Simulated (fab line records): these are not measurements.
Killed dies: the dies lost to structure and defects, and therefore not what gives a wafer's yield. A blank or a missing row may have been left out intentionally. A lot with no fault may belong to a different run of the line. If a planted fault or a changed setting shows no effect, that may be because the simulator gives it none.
A struck lot beside a sound one / flow gf180mcu / 15 steps out of a route of 602
Sound: the wafers L954.1, L954.3, L954.4. The struck wafers were L953.1, L953.3, L953.6. The cause is given at the end.
Each step with rows lists, per side, the tool, then ch with its chambers, then its first start. Under that, the readings that differ: sound wafers / struck wafers / difference of the means / sigmas: that difference in standard deviations of wafers without a fault.
alike: a reading whose means differ by less than 2 such deviations, as well as words and numbers matching on both sides. not compared: withheld readings; readings where some wafer has no value; bounds like >300 that might hide an equal value; numbers whose values overlap and for which the record gives no deviation.
A row with sigmas, a row that says differs or no value, or rows on one side alone: a step with any of these is where the two part. Numbers that don't overlap but have no deviation are shown without sigmas and don't part them. A reading missing from all wafers of one side parts the sides only when that side holds two or more wafers.

first, 6 steps without rows for these wafers: GF_SAB_HMDS_03 (prime time 60 s); GF_SAB_COAT_04 (resist thk 1000 nm); GF_SAB_SOFTBAKE_05 (time 60 s); GF_SAB_EXPOSE_06 (exposes mask SAB, target cd 420 nm); GF_SAB_PEB_07; GF_SAB_DEVELOP_08 (develop time 60 s).
GF_SAB_CD_MEAS_09: the cd target is 420 nm.
  sound on cd_sem-02 at day 19 20:53; struck on cd_sem-01 at day 19 13:25
  alike: cd_nm
GF_SAB_OVL_MEAS_10:
  sound on overlay-02 at day 19 21:01; struck on overlay-01 at day 19 13:32
  alike: SAB_OVL
GF_SAB_ETCH_11: etches SiO2 in C4F8/O2/Ar, target depth 55 nm, time 8.5 s.
  sound on rie_diel-02 ch 1,2,3, day 19 21:03; struck on rie_diel-03 ch 0,2, day 19 13:34
  alike: bias_w, chamber_pressure_mTorr, oes_product_au, rf_fwd_power_W
  not compared: rf_hours_counter_h
then, 1 step without rows for these wafers: GF_SAB_WET_ETCH_12 (etches SiO2 in dHF, target depth 22 nm, time 440 s).
GF_SAB_STRIP_13: strips in O2/N2.
  sound on plasma_asher-04 ch 0,1, day 19 21:12; struck on plasma_asher-02 ch 0,1, day 19 13:43
  alike: chamber_pressure_mTorr, drypump_motor_current_A, heater_power_w, oes_product_au, strip_time_to_endpoint_s
  not compared: rf_hours_counter_h
then, 1 step without rows for these wafers: GF_SALICIDE_CLEAN_00 (cleans in SC1/SC2, time 150 s).
GF_SALICIDE_WET_ETCH_01: etches SiO2 in dHF, target depth 5 nm, time 100 s.
  sound on wet_bench-02 ch 1, day 19 21:21; struck on wet_bench-03 ch 2, day 19 13:52
  no value came back on the struck wafers for bath_heat_duty_pct (%), run_length_s (s); on the sound wafers bath_heat_duty_pct (%) reads 6.9 7.3 6.6
reading=model.SiO2_of_SAB_CVD_00.thk_nm (nm); sound=39.43 40.3 40.74; struck=49.47 49.85 50.99; difference=+9.95; sigmas=
  not compared: model.SiO2_of_STI_CVD_23.thk_nm
GF_SALICIDE_SPUTTER_02: material Co, target thk 10 nm, time 19.75 s.
  sound on pvd_sputter-02 at day 19 21:23; struck on pvd_sputter-03 at day 19 13:55
  alike: throttle_valve_pct
-- the record jumps here: 13 days lie between the struck wafers' starts before and after (it left off in module SALICIDE and takes up again in module PASSIVATION, whose first step shown is number 602 of the route) --
GF_PASSIVATION_PROBE_99:
  record: rows for the struck wafers here (prober-02, day 32 11:30), none for the sound ones

== WHERE THEY PART ==
First at GF_SALICIDE_WET_ETCH_01; last, within this record, at GF_PASSIVATION_PROBE_99.

WHY: the cause the simulator had injected
Skipped step whole: wet_bench-03, from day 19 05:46 on, at GF_SALICIDE_WET_ETCH_01. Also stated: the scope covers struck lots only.
